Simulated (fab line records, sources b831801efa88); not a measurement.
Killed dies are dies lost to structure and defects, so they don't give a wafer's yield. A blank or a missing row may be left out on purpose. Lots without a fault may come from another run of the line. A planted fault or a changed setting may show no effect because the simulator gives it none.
A struck lot beside a sound one | flow sky130 | 19 steps out of a route of 708
Sound: wafers L263.1, L263.3, L263.6. Struck: wafers L278.2, L278.4, L278.6. The cause comes at the end.
At each step with rows: each side's tool, then ch and its chambers, then its first start. Under that, the readings that differ: sound wafers | struck wafers | difference of the means | sigmas: that difference in standard deviations of wafers without a fault.
alike: readings whose means differ by less than 2 such deviations, and words and numbers that are the same on both sides. not compared: withheld readings, readings that some wafer has no value for, bounds like >300 that may hide the same value, and numbers for which the record gives no deviation and whose values overlap.
The two part at a step that has a row with sigmas, a row that says differs or no value, or rows on one side only. Numbers that don't overlap but have no deviation are shown without sigmas and don't part them. A reading that every wafer of one side lacks parts them only if that side has two wafers or more.

SKY_VIA1_ETCH_15: etches SiO2 in C4F8/O2/Ar, stops on TiN, target depth 351 nm, time 55.82 s.
  sound on rie_diel-02 ch 0,2, day 35 02:20; struck on rie_diel-01 ch 0,2, day 39 15:50
  alike: oes_product_au
  not compared: rf_hours_counter_h
then, 6 steps without rows for these wafers: SKY_VIA1_STRIP_16 (strips in O2/N2); SKY_VIA1_STRIP_17 (strips in post etch residue remover, time 1200 s); SKY_VIA1_CLEAN_18 (cleans in IPA, time 180 s); SKY_VIA1_CLEAN_19 (cleans in O3/DIW); SKY_VIA1_SPUTTER_20 (material TiN, target thk 20 nm, time 80 s); SKY_VIA1_CVD_21 (deposits W, target thk 270 nm, time 80.902 s).
SKY_VIA1_RS_MEAS_22: measures by four-point-probe.
  sound on film_metro-03, day 35 03:10; struck on film_metro-03, day 39 16:40
  alike: VIA1_W_RS
SKY_VIA1_THK_MEAS_23: measures by xrf.
  sound on film_metro-03, day 35 03:17; struck on film_metro-03, day 39 16:47
  alike: VIA1_W_THK
SKY_VIA1_CMP_24: polishes, stops on SiO2, t overpolish 15 s, target thk 0 nm.
  sound on cmp-01 ch 1,2, day 35 03:21; struck on cmp-02 ch 0,1,3, day 39 16:53
  reading              | sound                | struck               | difference | sigmas
  overpolish_run_s (s) | 15.023 15.014 15.000 | 14.993 15.002 14.990 | -0.017     | -2
  alike: head_pressure_psi, motor_current_A, time_to_endpoint_s
SKY_METAL2_SPUTTER_00: material Ti, target thk 15 nm, time 10 s.
  sound on pvd_sputter-01, day 35 03:39; struck on pvd_sputter-01, day 39 17:08
  alike: chamber_pressure_pa, throttle_valve_pct
SKY_METAL2_SPUTTER_01: material TiN, target thk 20 nm, time 16.7 s.
  sound on pvd_sputter-01, day 35 03:40; struck on pvd_sputter-01, day 39 17:09
  alike: chamber_pressure_pa, throttle_valve_pct
SKY_METAL2_SPUTTER_02: material AlCu, target thk 250 nm, time 13.3 s.
  sound on pvd_sputter-01, day 35 03:41; struck on pvd_sputter-01, day 39 17:11
  reading                                     | sound                | struck               | difference | sigmas
  chamber_pressure_pa (Pa)                    | 0.4005 0.3998 0.3996 | 0.3026 0.3015 0.3020 | -0.0979    | -98
  throttle_valve_pct (%)                      | 30.0 31.7 32.0       | 36.6 37.3 36.8       | +5.7       | +4
  model.AlCu_of_METAL2_SPUTTER_02.thk_nm (nm) | 250.3 252.2 250.6    | 266 265.5 264.8      | +14        |
SKY_METAL2_SPUTTER_03: material Ti, target thk 5 nm, time 3.208 s.
  sound on pvd_sputter-01, day 35 03:43; struck on pvd_sputter-01, day 39 17:12
  alike: chamber_pressure_pa, throttle_valve_pct
then, 1 step without rows for these wafers: SKY_METAL2_SPUTTER_04 (material TiN, target thk 70 nm, time 58.3 s).
SKY_METAL2_RS_MEAS_05: measures by four-point-probe.
  sound on film_metro-04, day 35 03:47; struck on film_metro-04, day 39 17:17
  reading                 | sound                | struck               | difference | sigmas
  METAL2_ALCU_RS (ohm/sq) | 0.1262 0.1254 0.1259 | 0.1168 0.1168 0.1174 | -0.0088    | -8
SKY_METAL2_THK_MEAS_06: measures by xrf.
  sound on film_metro-04, day 35 03:54; struck on film_metro-04, day 39 17:24
  reading              | sound             | struck            | difference | sigmas
  METAL2_ALCU_THK (nm) | 251.6 252.1 251.4 | 266.4 265.4 264.2 | +13.6      | +5
then, 1 step without rows for these wafers: SKY_METAL2_DEHYDRATE_07 (time 60 s).
-- the record jumps here: 10 days lie between the struck wafers' starts before and after (it left off in module METAL2 and takes up again in module PAD_OPEN, whose first step shown is number 708 of the route) --
SKY_PAD_OPEN_PROBE_99:
  sound on prober-02, day 46 16:17; struck on prober-01, day 50 00:22
  reading                    | sound         | struck               | difference | sigmas
  killed_short               | 53 38         | 27 32 34             | -14        | -2
  model.etest.met2.rs_ohm_sq | 0.1291 0.1264 | 0.1206 0.1192 0.1209 | -0.0075    |
  alike: defect_limited_yield, killed_at_M0_to_M3, killed_at_M4_up, killed_at_contacts, killed_at_front_end, killed_at_other, killed_dies, killed_open, sort_bin_3_pad_short, sort_bin_5_function, sort_bin_6_memory, sort_n_pass, sort_yield_pct
  not compared: model.etest.met2.line_ohm_um

WHERE THEY PART
First at SKY_VIA1_CMP_24; last, within this record, at SKY_PAD_OPEN_PROBE_99.

WHY: what the simulator had put in
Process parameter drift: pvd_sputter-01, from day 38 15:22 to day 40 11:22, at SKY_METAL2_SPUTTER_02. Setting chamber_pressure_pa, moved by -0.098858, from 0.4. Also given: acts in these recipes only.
